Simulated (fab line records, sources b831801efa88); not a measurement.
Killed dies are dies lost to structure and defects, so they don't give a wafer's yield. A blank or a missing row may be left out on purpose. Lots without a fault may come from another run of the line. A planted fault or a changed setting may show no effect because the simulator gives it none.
Which tool did it? | flow gf180mcu | 11 lots, 33 wafers sampled, at 1 step of a route of 602

WHAT THE GAUGES READ, wafer by wafer
GF_CONTACT_OVL_MEAS_15.
lot  | measured     | on         | CONTACT_OVL (nm)
L824 | day 16 01:15 | overlay-01 | -1 2 11
L827 | day 17 10:30 | overlay-02 | 5 8 13
L828 | day 18 01:08 | overlay-02 | 6 0 8
L829 | day 18 05:49 | overlay-01 | 1 2 2
L832 | day 19 07:51 | overlay-02 | 1 4 8
L834 | day 19 22:42 | overlay-02 | 1 -2 -8
L836 | day 20 13:16 | overlay-02 | -2 -4 -4
L839 | day 21 23:13 | overlay-01 | -4 0 -2
L840 | day 22 02:22 | overlay-01 | -4 -1 -4
L841 | day 22 07:57 | overlay-01 | -1 5 3
L846 | day 24 02:46 | overlay-02 | 2 -6 -1

WHICH TOOL RAN EACH LOT (tool, then ch and the chambers of the sampled wafers, then the start)
The record holds no process step before these readings.

THE ANSWER, worked out from the rows above alone
Rule: what is usual is taken from the lots themselves. Put in order of their means at a reading, lots are off if they are a third of the lots or fewer, leave a main group of 4 or more, and stand apart from it by a gap of 3 or more times the standard deviation of the main group's means; of several such gaps the widest counts. A main group whose means are all the same, to the digits that the tables above print for the reading, isn't used. A lot without any number at a reading at which 4 lots or more have one is off too. The other lots that the step has rows for count as sound.
No lot is off at any reading shown: from this, nothing can be told.

WHAT THE SIMULATOR HAD PUT IN
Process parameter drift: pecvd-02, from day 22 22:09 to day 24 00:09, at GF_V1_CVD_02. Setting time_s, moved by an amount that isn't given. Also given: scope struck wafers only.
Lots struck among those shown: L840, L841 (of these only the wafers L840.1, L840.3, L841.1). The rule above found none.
